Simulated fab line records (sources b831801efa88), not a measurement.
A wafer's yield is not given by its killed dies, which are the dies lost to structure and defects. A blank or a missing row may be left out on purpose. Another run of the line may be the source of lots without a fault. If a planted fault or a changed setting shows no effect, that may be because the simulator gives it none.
fab line records    flow gf180mcu
record lots=24  wafers=72  last-day=35
route steps=602 shown M2@362 V2@383 V3@451 M5@533 PASSIVATION@599
lots that met no fault: taken from a fault-free run of the same line
start-h: hours from the record's opening day to when the first of the lot's shown wafers began    wait-h: hours from the lot's prior step to this one    " unchanged from the row above    L1.1+2: a single row standing in for several wafers    - value missing, or start not given    * or withheld: withheld    < > ~ a bound
route shown NAME@n: NAME is a module with steps in the file, n the number in the route of the first one    usual: mean and standard deviation over wafers with no fault    same: alike in all rows    chamber/n: place in a boat    sites: readings site by site    _std_site: standard deviation of those values    _edge_site: mean of outer sites minus mean of inner sites    radius-mm: for every site, how far away it sits from the centre of the wafer    mask NAME#n: copy n    behind: the last tool/chamber to shape the wafer    hold: reason for holding the lot/hours on hold/outcome of the hold    device: names the non-switching transistor (n, p or np)    end of line: the same wafers' tests at the end of the route    where a step has no rows: the recipe by itself    killed: count of dies lost to structure and defects at first sort (not the wafer's yield)    map: the dies of a wafer, with x for killed, . for not killed, _ for no die there
set.NAME: the setting as run; set.NAME@STEP: as run at that earlier step    model.NAME: the simulator's own value behind a step, which no gauge read
steps of the route over a sample of lots; a table a step, a row a wafer
services: the hour from which a tool's chamber was out of use, counted from the record's first day as start-h (under 0 if before that day), plus the number of hours and why
## steps
# step GF_M2_SPUTTER_00
# recipe material=Ti  target-thk-nm=37.5  arriving-ion-energy-ev=80  substrate-temp-c=200  chamber-pressure-pa=2  power-w=4000  time-s=150
# usual throttle-valve-pct=29.8/0.86
lot.wafer  tool            chamber  start-h  wait-h  throttle-valve-pct
L074.3     pvd-sputter-04  -        431.54   0.2     28.1
L074.4     "               -        "        "       30.6
L074.6     "               -        "        "       28.2
L075.2     pvd-sputter-03  -        443.65   0.2     28.9
L075.3     "               -        "        "       28.6
L075.5     "               -        "        "       28.9
L076.2     pvd-sputter-02  -        444.44   0.2     29.7
L076.4     "               -        "        "       31.1
L076.5     "               -        "        "       31.1
L077.2     pvd-sputter-02  -        455.83   0.2     30.0
L077.4     "               -        "        "       31.0
L077.5     "               -        "        "       30.3
L078.1     pvd-sputter-02  -        472.67   0.1     30.3
L078.5     "               -        "        "       29.9
L078.6     "               -        "        "       31.5
L079.2     pvd-sputter-02  -        481.53   0.1     29.9
L079.3     "               -        "        "       30.2
L079.5     "               -        "        "       30.8
L080.2     pvd-sputter-04  -        487.10   0.1     28.4
L080.3     "               -        "        "       29.5
L080.4     "               -        "        "       30.7
L082.1     pvd-sputter-02  -        501.44   0.2     31.2
L082.5     "               -        "        "       30.6
L082.6     "               -        "        "       30.0
L081.1     pvd-sputter-03  -        502.87   0.1     29.0
L081.2     "               -        "        "       28.9
L081.6     "               -        "        "       29.0
L083.1     pvd-sputter-04  -        510.65   0.2     29.5
L083.4     "               -        "        "       30.2
L083.6     "               -        "        "       28.3
L084.1     pvd-sputter-02  -        515.52   0.1     30.1
L084.3     "               -        "        "       29.9
L084.6     "               -        "        "       30.8
L085.1     pvd-sputter-03  -        523.01   0.2     29.1
L085.2     "               -        "        "       29.4
L085.4     "               -        "        "       28.5
L086.2     pvd-sputter-02  -        530.95   0.2     30.7
L086.4     "               -        "        "       30.0
L086.5     "               -        "        "       29.9
L087.2     pvd-sputter-02  -        539.96   0.2     30.3
L087.3     "               -        "        "       30.7
L087.4     "               -        "        "       30.0
L088.2     pvd-sputter-02  -        553.76   0.1     31.4
L088.4     "               -        "        "       29.8
L088.6     "               -        "        "       30.3
L089.1     pvd-sputter-04  -        565.52   0.2     29.9
L089.4     "               -        "        "       28.3
L089.6     "               -        "        "       29.4
L090.1     pvd-sputter-03  -        567.78   0.2     28.4
L090.4     "               -        "        "       28.6
L090.6     "               -        "        "       28.6
L091.1     pvd-sputter-03  -        576.35   0.1     29.5
L091.4     "               -        "        "       29.0
L091.5     "               -        "        "       29.2
L092.3     pvd-sputter-02  -        581.83   0.1     30.5
L092.4     "               -        "        "       31.2
L092.5     "               -        "        "       30.4
L093.2     pvd-sputter-03  -        591.12   0.1     28.7
L093.4     "               -        "        "       29.0
L093.5     "               -        "        "       29.6
L094.1     pvd-sputter-03  -        597.69   0.1     29.3
L094.2     "               -        "        "       28.4
L094.3     "               -        "        "       28.8
L095.2     pvd-sputter-02  -        609.11   0.2     31.0
L095.4     "               -        "        "       30.2
L095.6     "               -        "        "       30.1
L096.1     pvd-sputter-02  -        613.25   0.1     30.3
L096.4     "               -        "        "       30.1
L096.6     "               -        "        "       30.0
L097.4     pvd-sputter-03  -        620.40   0.1     29.2
L097.5     "               -        "        "       29.2
L097.6     "               -        "        "       28.5
# step GF_M2_RS_MEAS_05
# recipe thk-meas-gauge=four-point-probe  reads=TiN_of_M2_SPUTTER_04+Ti_of_M2_SPUTTER_03+AlCu_of_M2_SPUTTER_02+TiN_of_M2_SPUTTER_01+Ti_of_M2_SPUTTER_00
# usual M2_ALCU_RS=0.0699/0.0009
lot.wafer  tool           chamber  start-h  wait-h  M2_ALCU_RS[ohm/sq]
L074.3     film-metro-03  -        431.80   0.1     0.0704
L074.4     "              -        "        "       0.0707
L074.6     "              -        "        "       0.0706
L075.2     film-metro-03  -        443.89   0.0     0.0703
L075.3     "              -        "        "       0.0702
L075.5     "              -        "        "       0.0702
L076.2     film-metro-04  -        444.68   0.0     0.0693
L076.4     "              -        "        "       0.0698
L076.5     "              -        "        "       0.0703
L077.2     film-metro-03  -        456.07   0.0     0.0684
L077.4     "              -        "        "       0.0685
L077.5     "              -        "        "       0.0688
L078.1     film-metro-04  -        472.89   0.0     0.0690
L078.5     "              -        "        "       0.0702
L078.6     "              -        "        "       0.0698
L079.2     film-metro-03  -        481.77   0.0     0.0690
L079.3     "              -        "        "       0.0697
L079.5     "              -        "        "       0.0708
L080.2     film-metro-02  -        487.34   0.0     0.0698
L080.3     "              -        "        "       0.0687
L080.4     "              -        "        "       0.0703
L082.1     film-metro-04  -        501.66   0.0     0.0693
L082.5     "              -        "        "       0.0709
L082.6     "              -        "        "       0.0697
L081.1     film-metro-04  -        503.09   0.0     0.0713
L081.2     "              -        "        "       0.0716
L081.6     "              -        "        "       0.0710
L083.1     film-metro-03  -        510.87   0.0     0.0686
L083.4     "              -        "        "       0.0691
L083.6     "              -        "        "       0.0694
L084.1     film-metro-02  -        515.74   0.0     0.0689
L084.3     "              -        "        "       0.0690
L084.6     "              -        "        "       0.0707
L085.1     film-metro-04  -        523.23   0.0     0.0705
L085.2     "              -        "        "       0.0700
L085.4     "              -        "        "       0.0710
L086.2     film-metro-02  -        531.19   0.0     0.0706
L086.4     "              -        "        "       0.0695
L086.5     "              -        "        "       0.0700
L087.2     film-metro-03  -        540.20   0.0     0.0705
L087.3     "              -        "        "       0.0715
L087.4     "              -        "        "       0.0696
L088.2     film-metro-04  -        554.00   0.0     0.0693
L088.4     "              -        "        "       0.0695
L088.6     "              -        "        "       0.0695
L089.1     film-metro-03  -        565.74   0.0     0.0681
L089.4     "              -        "        "       0.0685
L089.6     "              -        "        "       0.0681
L090.1     film-metro-02  -        568.00   0.0     0.0715
L090.4     "              -        "        "       0.0703
L090.6     "              -        "        "       0.0710
L091.1     film-metro-04  -        576.57   0.0     0.0680
L091.4     "              -        "        "       0.0685
L091.5     "              -        "        "       0.0687
L092.3     film-metro-02  -        582.12   0.1     0.0704
L092.4     "              -        "        "       0.0690
L092.5     "              -        "        "       0.0696
L093.2     film-metro-03  -        591.36   0.0     0.0711
L093.4     "              -        "        "       0.0713
L093.5     "              -        "        "       0.0706
L094.1     film-metro-04  -        597.91   0.0     0.0707
L094.2     "              -        "        "       0.0706
L094.3     "              -        "        "       0.0706
L095.2     film-metro-04  -        609.35   0.0     0.0720
L095.4     "              -        "        "       0.0711
L095.6     "              -        "        "       0.0718
L096.1     film-metro-02  -        613.47   0.0     0.0707
L096.4     "              -        "        "       0.0698
L096.6     "              -        "        "       0.0696
L097.4     film-metro-02  -        620.68   0.1     0.0692
L097.5     "              -        "        "       0.0690
L097.6     "              -        "        "       0.0691
# step GF_V2_THK_MEAS_01
# recipe reads=SiO2_of_V2_CVD_00
# usual V2_CVD_00_THK=602/9.1
lot.wafer  tool           chamber  start-h  wait-h  V2_CVD_00_THK[nm]
L074.3     film-metro-01  -        456.71   0.1     606
L074.4     "              -        "        "       612
L074.6     "              -        "        "       607
L075.2     film-metro-04  -        469.53   0.0     605
L075.3     "              -        "        "       605
L075.5     "              -        "        "       611
L076.2     film-metro-04  -        470.70   0.0     602
L076.4     "              -        "        "       605
L076.5     "              -        "        "       612
L077.2     film-metro-01  -        481.66   0.0     597
L077.4     "              -        "        "       609
L077.5     "              -        "        "       602
L078.1     film-metro-02  -        498.32   0.0     600
L078.5     "              -        "        "       595
L078.6     "              -        "        "       608
L079.2     film-metro-04  -        506.41   0.0     600
L079.3     "              -        "        "       606
L079.5     "              -        "        "       606
L080.2     film-metro-04  -        512.66   0.1     616
L080.3     "              -        "        "       625
L080.4     "              -        "        "       602
L082.1     film-metro-02  -        526.05   0.0     599
L082.5     "              -        "        "       606
L082.6     "              -        "        "       597
L081.1     film-metro-02  -        527.41   0.0     606
L081.2     "              -        "        "       612
L081.6     "              -        "        "       620
L083.1     film-metro-04  -        534.76   0.0     617
L083.4     "              -        "        "       598
L083.6     "              -        "        "       604
L084.1     film-metro-02  -        539.67   0.0     616
L084.3     "              -        "        "       607
L084.6     "              -        "        "       610
L085.1     film-metro-04  -        547.20   0.0     616
L085.2     "              -        "        "       598
L085.4     "              -        "        "       603
L086.2     film-metro-01  -        555.67   0.1     602
L086.4     "              -        "        "       596
L086.5     "              -        "        "       595
L087.2     film-metro-02  -        563.26   0.1     589
L087.3     "              -        "        "       590
L087.4     "              -        "        "       590
L088.2     film-metro-04  -        577.00   0.0     591
L088.4     "              -        "        "       589
L088.6     "              -        "        "       583
L089.1     film-metro-04  -        588.82   0.0     580
L089.4     "              -        "        "       588
L089.6     "              -        "        "       589
L090.1     film-metro-04  -        590.83   0.0     593
L090.4     "              -        "        "       596
L090.6     "              -        "        "       577
L091.1     film-metro-04  -        599.58   0.0     599
L091.4     "              -        "        "       610
L091.5     "              -        "        "       598
L092.3     film-metro-01  -        604.80   0.1     612
L092.4     "              -        "        "       600
L092.5     "              -        "        "       601
L093.2     film-metro-02  -        613.96   0.0     605
L093.4     "              -        "        "       613
L093.5     "              -        "        "       596
L094.1     film-metro-01  -        620.27   0.1     599
L094.2     "              -        "        "       604
L094.3     "              -        "        "       606
L095.2     film-metro-02  -        631.26   0.0     616
L095.4     "              -        "        "       592
L095.6     "              -        "        "       607
L096.1     film-metro-02  -        635.63   0.0     582
L096.4     "              -        "        "       592
L096.6     "              -        "        "       591
L097.4     film-metro-02  -        641.64   0.0     592
L097.5     "              -        "        "       611
L097.6     "              -        "        "       607
# step GF_V3_SPUTTER_22
# recipe material=TiN  target-thk-nm=10  chamber-pressure-pa=5  power-w=4000  time-s=40
# usual throttle-valve-pct=30.4/0.9
lot.wafer  tool            chamber  start-h  wait-h  throttle-valve-pct
L074.3     pvd-sputter-04  -        533.64   0.0     29.4
L074.4     "               -        "        "       31.0
L074.6     "               -        "        "       30.0
L075.2     pvd-sputter-02  -        544.24   0.0     30.1
L075.3     "               -        "        "       30.7
L075.5     "               -        "        "       31.0
L076.2     pvd-sputter-04  -        546.14   0.0     29.3
L076.4     "               -        "        "       28.1
L076.5     "               -        "        "       30.6
L077.2     pvd-sputter-01  -        556.14   0.0     30.5
L077.4     "               -        "        "       30.8
L077.5     "               -        "        "       30.4
L078.1     pvd-sputter-04  -        573.22   0.0     28.2
L078.5     "               -        "        "       30.2
L078.6     "               -        "        "       29.5
L079.2     pvd-sputter-01  -        581.05   0.0     30.7
L079.3     "               -        "        "       31.4
L079.5     "               -        "        "       30.4
L080.2     pvd-sputter-01  -        585.54   0.0     31.6
L080.3     "               -        "        "       31.5
L080.4     "               -        "        "       30.6
L082.1     pvd-sputter-04  -        598.27   0.0     29.6
L082.5     "               -        "        "       30.6
L082.6     "               -        "        "       29.5
L081.1     pvd-sputter-01  -        598.95   0.0     30.6
L081.2     "               -        "        "       31.4
L081.6     "               -        "        "       31.6
L083.1     pvd-sputter-04  -        606.91   0.0     29.3
L083.4     "               -        "        "       29.8
L083.6     "               -        "        "       30.7
L084.1     pvd-sputter-01  -        610.83   0.0     31.5
L084.3     "               -        "        "       30.6
L084.6     "               -        "        "       30.7
L085.1     pvd-sputter-01  -        618.37   0.0     31.6
L085.2     "               -        "        "       30.6
L085.4     "               -        "        "       31.7
L086.2     pvd-sputter-02  -        624.56   0.0     30.9
L086.4     "               -        "        "       29.7
L086.5     "               -        "        "       29.7
L087.2     pvd-sputter-04  -        632.01   0.0     30.2
L087.3     "               -        "        "       30.9
L087.4     "               -        "        "       28.4
L088.2     pvd-sputter-02  -        644.99   0.0     30.7
L088.4     "               -        "        "       30.1
L088.6     "               -        "        "       30.0
L089.1     pvd-sputter-04  -        656.58   0.0     30.2
L089.4     "               -        "        "       29.4
L089.6     "               -        "        "       29.3
L090.1     pvd-sputter-02  -        658.37   0.0     30.2
L090.4     "               -        "        "       30.1
L090.6     "               -        "        "       30.6
L091.1     pvd-sputter-02  -        666.37   0.0     31.1
L091.4     "               -        "        "       29.7
L091.5     "               -        "        "       30.3
L092.3     pvd-sputter-01  -        671.34   0.0     30.6
L092.4     "               -        "        "       31.5
L092.5     "               -        "        "       30.6
L093.2     pvd-sputter-04  -        679.78   0.0     30.5
L093.4     "               -        "        "       27.9
L093.5     "               -        "        "       30.2
L094.1     pvd-sputter-01  -        685.05   0.0     30.3
L094.2     "               -        "        "       31.6
L094.3     "               -        "        "       31.7
L095.2     pvd-sputter-04  -        696.50   0.0     30.2
L095.4     "               -        "        "       30.8
L095.6     "               -        "        "       31.1
L096.1     pvd-sputter-04  -        699.15   0.0     30.8
L096.4     "               -        "        "       30.1
L096.6     "               -        "        "       29.3
L097.4     pvd-sputter-01  -        705.30   0.0     31.6
L097.5     "               -        "        "       31.3
L097.6     "               -        "        "       30.5
# step GF_M5_CD_MEAS_07
# recipe target-cd-nm=280
# usual cd-nm=280.3/1.1
lot.wafer  tool       chamber  start-h  wait-h  cd-nm
L074.3     cd-sem-02  -        627.18   0.1     281.2
L074.4     "          -        "        "       280.6
L074.6     "          -        "        "       280.0
L075.2     cd-sem-02  -        635.33   0.1     280.4
L075.3     "          -        "        "       279.7
L075.5     "          -        "        "       279.4
L076.2     cd-sem-01  -        637.12   0.1     281.7
L076.4     "          -        "        "       281.5
L076.5     "          -        "        "       282.8
L077.2     cd-sem-02  -        646.96   0.1     278.1
L077.4     "          -        "        "       278.5
L077.5     "          -        "        "       279.2
L078.1     cd-sem-02  -        660.86   0.1     278.8
L078.5     "          -        "        "       279.9
L078.6     "          -        "        "       279.3
L079.2     cd-sem-02  -        670.13   0.1     280.6
L079.3     "          -        "        "       280.4
L079.5     "          -        "        "       280.4
L080.2     cd-sem-02  -        673.46   0.1     280.2
L080.3     "          -        "        "       280.1
L080.4     "          -        "        "       280.4
L082.1     cd-sem-01  -        683.41   0.1     281.7
L082.5     "          -        "        "       281.5
L082.6     "          -        "        "       280.2
L081.1     cd-sem-01  -        684.49   0.1     279.9
L081.2     "          -        "        "       280.4
L081.6     "          -        "        "       280.0
L083.1     cd-sem-01  -        693.74   0.1     280.3
L083.4     "          -        "        "       280.4
L083.6     "          -        "        "       281.9
L084.1     cd-sem-02  -        695.94   0.1     279.6
L084.3     "          -        "        "       280.7
L084.6     "          -        "        "       280.6
L085.1     cd-sem-02  -        702.69   0.1     280.1
L085.2     "          -        "        "       279.7
L085.4     "          -        "        "       280.0
L086.2     cd-sem-01  -        707.88   0.1     279.9
L086.4     "          -        "        "       278.4
L086.5     "          -        "        "       279.1
L087.2     cd-sem-01  -        715.51   0.1     282.5
L087.3     "          -        "        "       280.4
L087.4     "          -        "        "       281.7
L088.2     cd-sem-02  -        727.01   0.1     280.7
L088.4     "          -        "        "       281.3
L088.6     "          -        "        "       280.4
L089.1     cd-sem-01  -        738.60   0.1     279.5
L089.4     "          -        "        "       280.5
L089.6     "          -        "        "       279.7
L090.1     cd-sem-02  -        738.70   0.2     280.1
L090.4     "          -        "        "       280.0
L090.6     "          -        "        "       279.5
L091.1     cd-sem-01  -        746.40   0.1     278.9
L091.4     "          -        "        "       279.9
L091.5     "          -        "        "       279.9
L092.3     cd-sem-01  -        750.14   0.1     280.9
L092.4     "          -        "        "       280.8
L092.5     "          -        "        "       279.5
L093.2     cd-sem-02  -        757.52   0.1     279.6
L093.4     "          -        "        "       280.0
L093.5     "          -        "        "       280.0
L094.1     cd-sem-02  -        762.16   0.1     281.1
L094.2     "          -        "        "       281.0
L094.3     "          -        "        "       280.5
L095.2     cd-sem-02  -        772.08   0.1     279.4
L095.4     "          -        "        "       280.0
L095.6     "          -        "        "       278.9
L096.1     cd-sem-02  -        774.84   0.1     278.8
L096.4     "          -        "        "       279.0
L096.6     "          -        "        "       278.3
L097.4     cd-sem-01  -        779.60   0.1     282.3
L097.5     "          -        "        "       281.8
L097.6     "          -        "        "       281.8
# step GF_PASSIVATION_STRIP_12
# recipe chemistry=O2/N2  power-w=1400  pressure-mtorr=1500  platen-temp-c=250  o2-flow-sccm=3000  n2-flow-sccm=300  overash-fraction=0.5
# usual drypump-motor-current-A=5.8/0.39  heater-power-w=331/35  oes-product-au=0.720/0.0041  strip-time-to-endpoint-s=34.82/0.29
lot.wafer  tool             chamber  start-h  wait-h  drypump-motor-current-A  heater-power-w  oes-product-au  rf-hours-counter-h  strip-time-to-endpoint-s
L074.3     plasma-asher-03  1        692.16   0.2     5.7                      293             0.723           -                   34.12
L074.4     "                0        "        "       5.6                      289             0.720           -                   34.34
L074.6     "                1        "        "       5.7                      293             0.719           -                   34.37
L075.2     plasma-asher-04  0        700.43   0.1     6.0                      363             0.714           93                  34.23
L075.3     "                1        "        "       5.8                      383             0.722           -                   34.47
L075.5     "                0        "        "       6.0                      346             0.717           -                   34.20
L076.2     plasma-asher-01  1        701.22   0.1     6.5                      320             0.723           27                  34.82
L076.4     "                0        "        "       5.2                      329             0.718           -                   35.02
L076.5     "                0        "        "       5.2                      337             0.719           -                   35.30
L077.2     plasma-asher-03  0        710.07   0.1     5.6                      282             0.722           113                 35.01
L077.4     "                1        "        "       5.7                      292             0.727           -                   34.89
L077.5     "                0        "        "       5.6                      288             0.723           -                   35.18
L078.1     plasma-asher-03  1        722.27   0.1     5.7                      296             0.720           115                 34.19
L078.5     "                1        "        "       5.7                      301             0.723           -                   34.79
L078.6     "                0        "        "       5.6                      283             0.721           -                   34.94
L079.2     plasma-asher-04  1        731.78   0.1     5.8                      383             0.718           96                  34.90
L079.3     "                1        "        "       5.8                      376             0.715           -                   34.86
L079.5     "                1        "        "       5.8                      382             0.721           -                   34.58
L080.2     plasma-asher-03  0        733.69   0.1     5.6                      282             0.719           116                 34.27
L080.3     "                1        "        "       5.7                      295             0.720           -                   34.63
L080.4     "                0        "        "       5.6                      276             0.724           -                   35.10
L082.1     plasma-asher-04  0        742.79   0.1     6.0                      350             0.723           98                  34.60
L082.5     "                1        "        "       5.8                      381             0.722           -                   35.33
L082.6     "                0        "        "       6.0                      352             0.715           -                   35.14
L081.1     plasma-asher-04  0        744.18   0.1     6.1                      347             0.722           98                  34.83
L081.2     "                1        "        "       5.8                      386             0.720           98                  34.43
L081.6     "                0        "        "       6.0                      356             0.723           -                   34.46
L083.1     plasma-asher-01  0        752.33   0.1     5.2                      336             0.720           33                  34.39
L083.4     "                0        "        "       5.2                      324             0.719           -                   34.92
L083.6     "                1        "        "       6.6                      299             0.721           -                   34.79
L084.1     plasma-asher-04  1        754.89   0.1     5.8                      392             0.716           99                  34.95
L084.3     "                1        "        "       5.8                      383             0.715           -                   34.91
L084.6     "                1        "        "       5.8                      379             0.716           -                   34.79
L085.1     plasma-asher-03  1        761.19   0.1     5.7                      304             0.717           2                   34.76
L085.2     "                0        "        "       5.6                      285             0.722           2                   34.27
L085.4     "                0        "        "       5.6                      289             0.719           -                   35.30
L086.2     plasma-asher-01  1        765.72   0.1     6.6                      316             0.724           34                  35.25
L086.4     "                0        "        "       5.2                      331             0.720           -                   34.89
L086.5     "                1        "        "       6.5                      309             0.718           -                   34.66
L087.2     plasma-asher-01  1        772.48   0.1     6.5                      301             0.721           35                  35.07
L087.3     "                1        "        "       6.5                      308             0.715           -                   34.77
L087.4     "                0        "        "       5.2                      328             0.725           -                   34.83
L088.2     plasma-asher-04  1        782.93   0.1     5.8                      369             0.718           102                 34.66
L088.4     "                1        "        "       5.8                      385             0.721           -                   34.19
L088.6     "                0        "        "       6.0                      350             0.719           -                   34.97
L089.1     plasma-asher-04  0        792.63   0.1     6.0                      350             0.722           103                 34.81
L089.4     "                1        "        "       5.8                      384             0.717           -                   34.84
L089.6     "                0        "        "       6.0                      351             0.720           -                   34.87
L090.1     plasma-asher-01  0        792.98   0.1     5.2                      336             0.717           37                  34.26
L090.4     "                1        "        "       6.5                      308             0.716           -                   34.87
L090.6     "                1        "        "       6.5                      305             0.724           -                   34.35
L091.1     plasma-asher-01  1        800.18   0.1     6.5                      309             0.722           38                  35.07
L091.4     "                0        "        "       5.2                      325             0.714           -                   34.87
L091.5     "                1        "        "       6.5                      309             0.724           -                   34.86
L092.3     plasma-asher-03  1        802.66   0.2     5.6                      304             0.717           -                   34.83
L092.4     "                0        "        "       5.6                      289             0.718           -                   34.97
L092.5     "                0        "        "       5.6                      302             0.719           -                   34.75
L093.2     plasma-asher-01  0        809.32   0.1     5.1                      330             0.716           39                  35.08
L093.4     "                0        "        "       5.2                      339             0.709           -                   34.26
L093.5     "                0        "        "       5.2                      329             0.721           -                   34.90
L094.1     plasma-asher-04  1        814.78   0.1     5.8                      376             0.719           105                 35.02
L094.2     "                0        "        "       6.1                      356             0.722           105                 34.58
L094.3     "                1        "        "       5.8                      390             0.717           -                   34.85
L095.2     plasma-asher-03  1        823.52   0.1     5.7                      294             0.715           8                   35.07
L095.4     "                1        "        "       5.7                      307             0.722           -                   35.24
L095.6     "                0        "        "       5.6                      289             0.720           -                   35.05
L096.1     plasma-asher-04  1        826.64   0.2     5.8                      390             0.722           106                 35.06
L096.4     "                0        "        "       6.0                      352             0.720           -                   34.71
L096.6     "                0        "        "       6.0                      351             0.719           -                   34.93
L097.4     plasma-asher-04  1        829.42   0.0     5.8                      380             0.718           -                   34.96
L097.5     "                1        "        "       5.8                      376             0.722           -                   35.16
L097.6     "                0        "        "       6.0                      352             0.711           -                   34.81
## services
tool             chamber  start-h  hours  kind
pvd-sputter-03   -        413.20   1.9    repair
plasma-asher-01  -        421.25   9.0    pm
pvd-sputter-01   -        426.35   3.0    repair
pvd-sputter-03   -        432.01   9.3    repair
plasma-asher-04  -        454.10   2.2    repair
plasma-asher-01  -        497.87   0.6    repair
pvd-sputter-01   -        508.74   2.5    repair
pvd-sputter-04   -        543.83   2.0    repair
pvd-sputter-02   -        571.25   7.4    repair
plasma-asher-01  -        616.97   3.4    repair
plasma-asher-03  -        643.29   2.1    repair
pvd-sputter-02   3        645.02   -      consumable-replace:kit
pvd-sputter-02   3        645.02   18.0   scheduled-down
pvd-sputter-02   3        645.02   18.0   vent-cycle
pvd-sputter-01   -        676.21   3.9    repair
pvd-sputter-01   -        677.27   1.2    repair
pvd-sputter-03   -        686.44   1.1    repair
plasma-asher-03  -        733.79   9.0    pm
plasma-asher-03  -        742.79   2.8    pm
pvd-sputter-04   -        749.27   1.8    repair
pvd-sputter-03   -        791.00   9.7    repair
pvd-sputter-02   2        791.88   -      consumable-replace:kit
plasma-asher-04  -        797.43   2.8    pm
pvd-sputter-02   -        822.06   1.8    repair
## key
fault none
